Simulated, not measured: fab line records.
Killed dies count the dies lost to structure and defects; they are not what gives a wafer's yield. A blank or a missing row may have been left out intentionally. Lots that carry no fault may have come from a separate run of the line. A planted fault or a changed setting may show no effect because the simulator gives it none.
fab line records | flow gf180mcu
record: lots: 14 wafers: 42 last-day: 34
route steps=602 shown V1@358 M2@363
lots untouched by any fault: they come from a run of this same line in which no faults occurred
start-h: the number of hours between the record's first day and the start of the first shown wafer of the lot | wait-h: how many hours have passed since the lot's step before this one | " unchanged from the row above | L1.1+2: several wafers, shown together as one row | - no value present, or no start provided | * or withheld: withheld | < > ~ a bound
route shown NAME@n: NAME is a module with steps in the file, n the number in the route of the first one | usual: average and standard deviation across the fault-free wafers | same: alike in all rows | chamber/n: place in a boat | sites: per-site readings | _std_site: their standard deviation | _edge_site: inner sites' mean taken away from outer sites' mean | radius-mm: how far each site lies from the wafer's centre | mask NAME#n: copy n | behind: the most recent tool/chamber to have shaped the wafer | hold: what put the lot on hold/how long, in hours/how the hold closed | device: names the non-switching transistor (n, p or np) | end of line: the same wafers' tests at the end of the route | a step with no rows: only its recipe | killed: dies that structure and defects cost at the first sort, which is not the same as the wafer's yield | map: dies across one wafer; x = killed, . = not, _ = none there
set.NAME: the setting that was run; set.NAME@STEP: the one run at that earlier step | model.NAME: the simulator's own value behind a step, which no gauge read
a sample of lots followed through the steps of the route, with each step as a table and each wafer as a row
services: a tool's chamber out of use, with start hour (start-h, from the record's first day; less than 0 if before it), hours out, and reason
== steps ==
step: GF_V1_CVD_23
recipe: material: W target-thk-nm: 350 time-s: 105.05 temp-c: 400 pressure-torr: 40
usual: heater-power-outer-w: 444/38 heater-power-w: 738/59
columns lot.wafer tool chamber start-h wait-h heater-power-outer-w heater-power-w
L838.2 cvd-w-02 0 417.30 0.0 510 837
L838.5 " 1 " " 459 787
L838.6 " 0 " " 511 831
L840.1 cvd-w-01 0 435.85 0.0 415 669
L840.4 " 1 " " 431 729
L840.6 " 1 " " 429 716
L841.2 cvd-w-02 0 440.21 0.0 503 831
L841.4 " 1 " " 479 758
L841.5 " 1 " " 463 764
L842.4 cvd-w-01 0 447.20 0.1 417 672
L842.5 " 1 " " 423 720
L842.6 " 0 " " 407 679
L843.3 cvd-w-01 0 455.88 0.1 410 686
L843.4 " 1 " " 429 703
L843.5 " 1 " " 426 712
L845.1 cvd-w-02 1 476.91 0.0 484 775
L845.4 " 0 " " 520 833
L845.6 " 1 " " 474 783
L846.4 cvd-w-02 0 488.35 0.1 509 833
L846.5 " 1 " " 466 775
L846.6 " 0 " " 505 809
L848.2 cvd-w-02 1 499.97 0.0 458 768
L848.4 " 0 " " 518 835
L848.5 " 1 " " 459 791
L849.1 cvd-w-01 0 508.90 0.0 408 682
L849.4 " 1 " " 428 709
L849.6 " 1 " " 428 706
L850.2 cvd-w-02 0 516.49 0.0 516 838
L850.3 " 0 " " 493 846
L850.6 " 0 " " 519 838
L851.2 cvd-w-01 0 525.37 0.0 409 679
L851.4 " 1 " " 424 734
L851.6 " 0 " " 415 670
L859.2 cvd-w-02 0 590.06 0.0 500 841
L859.4 " 0 " " 521 837
L859.6 " 0 " " 510 838
L860.1 cvd-w-01 1 594.45 0.0 431 747
L860.2 " 0 " " 399 692
L860.5 " 0 " " 415 689
L861.1 cvd-w-01 0 603.24 0.0 409 678
L861.3 " 0 " " 408 684
L861.6 " 0 " " 428 699
step: GF_V1_THK_MEAS_25
recipe: thk-meas-gauge: xrf reads: W_of_V1_CVD_23
usual: V1_W_THK: 365/5
columns lot.wafer tool chamber start-h wait-h V1_W_THK[nm]
L838.2 film-metro-04 - 417.54 0.1 359
L838.5 " - " " 353
L838.6 " - " " 360
L840.1 film-metro-01 - 436.08 0.1 368
L840.4 " - " " 366
L840.6 " - " " 366
L841.2 film-metro-03 - 440.45 0.1 366
L841.4 " - " " 360
L841.5 " - " " 355
L842.4 film-metro-04 - 447.43 0.1 362
L842.5 " - " " 359
L842.6 " - " " 358
L843.3 film-metro-03 - 456.10 0.1 373
L843.4 " - " " 372
L843.5 " - " " 376
L845.1 film-metro-01 - 477.14 0.1 369
L845.4 " - " " 368
L845.6 " - " " 364
L846.4 film-metro-03 - 488.58 0.1 370
L846.5 " - " " 364
L846.6 " - " " 369
L848.2 film-metro-03 - 500.21 0.1 366
L848.4 " - " " 369
L848.5 " - " " 366
L849.1 film-metro-04 - 509.13 0.1 357
L849.4 " - " " 360
L849.6 " - " " 364
L850.2 film-metro-01 - 516.73 0.1 360
L850.3 " - " " 363
L850.6 " - " " 360
L851.2 film-metro-04 - 525.61 0.1 364
L851.4 " - " " 360
L851.6 " - " " 360
L859.2 film-metro-01 - 590.30 0.1 368
L859.4 " - " " 363
L859.6 " - " " 365
L860.1 film-metro-03 - 594.68 0.1 364
L860.2 " - " " 370
L860.5 " - " " 378
L861.1 film-metro-01 - 603.47 0.1 367
L861.3 " - " " 367
L861.6 " - " " 368
step: GF_M2_SPUTTER_01
recipe: material: TiN target-thk-nm: 30 power-w: 6500 time-s: 25 chamber-pressure-pa: 0.4
usual: cathode-dc-power-W: 6500.0/1.2 chamber-pressure-pa: 0.3999/0.00082 throttle-valve-pct: 30.2/1
columns lot.wafer tool chamber start-h wait-h cathode-dc-power-W chamber-pressure-pa throttle-valve-pct
L838.2 pvd-sputter-04 - 417.99 0.1 6501.2 0.3978 27.6
L838.5 " - " " 6500.7 0.4004 31.1
L838.6 " - " " 6499.6 0.3988 27.7
L840.1 pvd-sputter-03 - 436.54 0.1 6500.7 0.4005 29.0
L840.4 " - " " 6499.0 0.3990 30.5
L840.6 " - " " 6499.9 0.3994 30.5
L841.2 pvd-sputter-03 - 440.90 0.1 6500.4 0.4010 28.8
L841.4 " - " " 6498.7 0.4017 30.5
L841.5 " - " " 6498.9 0.4005 30.7
L842.4 pvd-sputter-04 - 447.87 0.0 6501.1 0.4008 27.6
L842.5 " - " " 6498.3 0.4003 31.2
L842.6 " - " " 6501.0 0.4002 30.6
L843.3 pvd-sputter-02 - 456.54 0.1 6500.1 0.4003 30.4
L843.4 " - " " 6498.9 0.3998 30.8
L843.5 " - " " 6501.0 0.4008 31.1
L845.1 pvd-sputter-02 - 477.60 0.1 6498.7 0.3995 30.4
L845.4 " - " " 6501.2 0.4007 30.7
L845.6 " - " " 6502.4 0.3998 29.9
L846.4 pvd-sputter-04 - 489.01 0.1 6499.1 0.3996 27.6
L846.5 " - " " 6499.9 0.4009 27.7
L846.6 " - " " 6499.7 0.4001 30.8
L848.2 pvd-sputter-02 - 500.66 0.1 6498.9 0.4002 29.8
L848.4 " - " " 6499.5 0.4001 30.7
L848.5 " - " " 6499.0 0.4002 30.8
L849.1 pvd-sputter-03 - 509.59 0.1 6500.4 0.4001 30.4
L849.4 " - " " 6500.4 0.3999 28.9
L849.6 " - " " 6499.3 0.3997 30.2
L850.2 pvd-sputter-03 - 517.18 0.1 - - -
L850.3 " - " " - - -
L850.6 " - " " - - -
L851.2 pvd-sputter-02 - 526.06 0.1 - - -
L851.4 " - " " - - -
L851.6 " - " " - - -
L859.2 pvd-sputter-02 - 590.75 0.1 6498.3 0.3998 30.7
L859.4 " - " " 6498.6 0.4010 31.0
L859.6 " - " " 6500.3 0.3989 30.3
L860.1 pvd-sputter-04 - 595.14 0.1 6502.4 0.4004 31.0
L860.2 " - " " 6497.5 0.4003 30.4
L860.5 " - " " 6501.9 0.4015 30.6
L861.1 pvd-sputter-03 - 603.93 0.1 6499.4 0.3994 28.6
L861.3 " - " " 6497.1 0.4013 30.1
L861.6 " - " " 6500.3 0.3980 28.8
step: GF_M2_CD_MEAS_14
recipe: target-cd-nm: 280
usual: cd-nm: 280.0/1.4
columns lot.wafer tool chamber start-h wait-h cd-nm
L838.2 cd-sem-01 - 441.96 0.1 279.5
L838.5 " - " " 279.7
L838.6 " - " " 278.8
L840.1 cd-sem-02 - 460.18 0.1 280.6
L840.4 " - " " 280.1
L840.6 " - " " 280.8
L841.2 cd-sem-02 - 464.81 0.1 280.1
L841.4 " - " " 281.7
L841.5 " - " " 279.7
L842.4 cd-sem-01 - 471.94 0.1 280.9
L842.5 " - " " 280.9
L842.6 " - " " 279.8
L843.3 cd-sem-02 - 480.63 0.1 276.8
L843.4 " - " " 276.8
L843.5 " - " " 276.1
L845.1 cd-sem-02 - 501.04 0.1 280.0
L845.4 " - " " 279.6
L845.6 " - " " 280.9
L846.4 cd-sem-02 - 511.71 0.1 278.8
L846.5 " - " " 280.2
L846.6 " - " " 279.2
L848.2 cd-sem-02 - 523.45 0.1 280.9
L848.4 " - " " 280.7
L848.5 " - " " 280.0
L849.1 cd-sem-01 - 532.50 0.1 281.4
L849.4 " - " " 280.3
L849.6 " - " " 280.6
L850.2 cd-sem-01 - 540.01 0.1 280.3
L850.3 " - " " 280.6
L850.6 " - " " 282.2
L851.2 cd-sem-01 - 548.85 0.1 276.3
L851.4 " - " " 276.1
L851.6 " - " " 276.5
L859.2 cd-sem-01 - 612.21 0.1 279.7
L859.4 " - " " 280.1
L859.6 " - " " 279.7
L860.1 cd-sem-01 - 615.53 0.1 279.4
L860.2 " - " " 279.1
L860.5 " - " " 279.1
L861.1 cd-sem-02 - 624.70 0.1 283.2
L861.3 " - " " 281.7
L861.6 " - " " 282.9
step: GF_M2_METAL_ETCH_16
recipe: chemistry: Cl2/BCl3 mask-material: KrF target-depth-nm: 627.5 stop-on: SiO2 pressure-mtorr: 8 icp-w: 800 bias-w: 140 Cl2_flow_sccm: 80 bcl3-flow-sccm: 40 time-s: 104.6
usual: drypump-motor-current-A: 5.93/0.29 mfc-cl2-sccm: 80.01/0.25 oes-product-au: 0.972/0.0057 throttle-valve-pct: 28.249/0.0094
columns lot.wafer tool chamber start-h wait-h drypump-motor-current-A mfc-cl2-sccm oes-product-au rf-hours-counter-h throttle-valve-pct
L838.2 rie-metal-04 1 442.13 0.1 5.51 80.14 0.971 - 28.247
L838.5 " 1 " " 5.53 80.41 0.976 - 28.259
L838.6 " 1 " " 5.51 80.15 0.966 - 28.256
L840.1 rie-metal-02 1 460.33 0.0 5.92 80.20 0.968 7 28.251
L840.4 " 0 " " 6.04 79.51 0.967 - 28.251
L840.6 " 1 " " 5.95 80.12 0.966 - 28.262
L841.2 rie-metal-01 0 464.95 0.0 5.89 80.23 0.977 7 28.257
L841.4 " 1 " " 5.93 80.05 0.969 - 28.246
L841.5 " 0 " " 5.86 79.93 0.964 - 28.268
L842.4 rie-metal-02 0 472.07 0.0 6.03 79.75 0.971 - 28.244
L842.5 " 0 " " 6.05 79.69 0.975 - 28.234
L842.6 " 1 " " 5.92 80.15 0.975 - 28.237
L843.3 rie-metal-04 0 480.78 0.1 6.43 79.86 0.970 - 28.249
L843.4 " 1 " " 5.52 80.50 0.973 - 28.254
L843.5 " 0 " " 6.44 79.65 0.970 - 28.248
L845.1 rie-metal-01 1 501.20 0.0 5.93 79.85 0.963 8 28.248
L845.4 " 1 " " 5.92 80.08 0.967 - 28.250
L845.6 " 1 " " 5.92 79.83 0.973 - 28.241
L846.4 rie-metal-02 0 511.84 0.0 6.04 80.27 0.970 - 28.252
L846.5 " 1 " " 5.91 80.09 0.975 - 28.256
L846.6 " 0 " " 6.01 80.16 0.974 - 28.256
L848.2 rie-metal-01 1 523.58 0.0 5.92 79.78 0.977 9 28.238
L848.4 " 0 " " 5.91 80.27 0.978 - 28.232
L848.5 " 1 " " 5.93 79.64 0.989 - 28.247
L849.1 rie-metal-02 0 532.65 0.0 6.05 80.23 0.969 1 28.263
L849.4 " 1 " " 5.97 80.12 0.967 - 28.266
L849.6 " 1 " " 5.93 80.46 0.957 - 28.264
L850.2 rie-metal-01 0 540.14 0.0 5.90 79.59 0.940 9 28.284
L850.3 " 0 " " 5.91 79.48 0.947 - 28.283
L850.6 " 0 " " 5.91 79.80 0.936 - 28.301
L851.2 rie-metal-04 1 548.98 0.0 5.47 79.79 0.951 1 28.267
L851.4 " 1 " " 5.51 79.75 0.940 - 28.273
L851.6 " 0 " " 6.44 80.19 0.945 - 28.281
L859.2 rie-metal-04 1 612.34 0.0 5.49 80.15 0.975 3 28.240
L859.4 " 1 " " 5.46 79.91 0.970 - 28.241
L859.6 " 1 " " 5.48 79.63 0.987 - 28.242
L860.1 rie-metal-02 0 615.68 0.0 6.03 79.94 0.969 3 28.256
L860.2 " 1 " " 5.94 79.90 0.969 0 28.252
L860.5 " 1 " " 5.94 79.69 0.968 - 28.241
L861.1 rie-metal-04 0 624.85 0.0 6.43 80.06 0.976 4 28.242
L861.3 " 0 " " 6.41 80.16 0.982 - 28.262
L861.6 " 1 " " 5.47 79.59 0.978 - 28.250
== services ==
columns tool chamber start-h hours kind
cvd-w-02 1 393.73 14.7 repair
pvd-sputter-02 - 398.17 1.7 repair
cvd-w-02 0 404.00 - clean
cvd-w-02 1 404.00 - clean
pvd-sputter-03 0 409.18 - consumable-replace:kit
pvd-sputter-03 0 409.18 18.0 scheduled-down
pvd-sputter-03 0 409.18 18.0 vent-cycle
rie-metal-04 - 424.41 15.6 pm
cvd-w-02 - 427.31 1.2 repair
rie-metal-04 0 440.01 - clean
rie-metal-04 0 440.01 17.0 scheduled-down
rie-metal-04 0 440.01 17.0 vent-cycle
rie-metal-04 - 455.36 0.1 repair
rie-metal-04 1 457.06 - clean
rie-metal-04 1 457.06 20.0 scheduled-down
rie-metal-04 1 457.06 20.0 vent-cycle
rie-metal-04 - 463.84 1.4 pm
rie-metal-01 - 466.17 4.3 pm
rie-metal-02 0 472.41 - clean
rie-metal-02 0 472.41 25.7 scheduled-down
pvd-sputter-02 - 518.16 1.0 repair
cvd-w-02 - 532.00 6.9 pm
rie-metal-04 - 597.14 1.0 repair
pvd-sputter-02 - 615.35 30.1 repair
== key ==
first-sign: step: GF_M2_SPUTTER_01 reading: tool-record direction: missing
effect: step: GF_M2_METAL_ETCH_16 reading: oes-product-au direction: down sigmas: 5.1 usual: 0.972 struck: 0.943
met-at GF_M2_SPUTTER_01
struck-lots L850,L851
later-rows-left-out L850.2,L850.3,L850.6,L851.2,L851.4,L851.6
sort-left-out L850.2,L850.3,L850.6,L851.2,L851.4,L851.6
not-acting-at GF_V1_CVD_23,GF_V1_THK_MEAS_25,GF_M2_CD_MEAS_14
onset-between 509.59 517.18
fault: kind: skipped-step-whole tool: pvd-sputter-02,pvd-sputter-03 chamber: - onset-h: 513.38 steps: GF_M2_SPUTTER_01 scope: struck-lots-only
sort-left-out: the simulated sort isn't trusted on such a fault, so these wafers' sort isn't shown, and their yield isn't known
later-rows-left-out: the simulator's readings of these wafers behind a module that went badly wrong aren't trusted and aren't shown, but for the sort
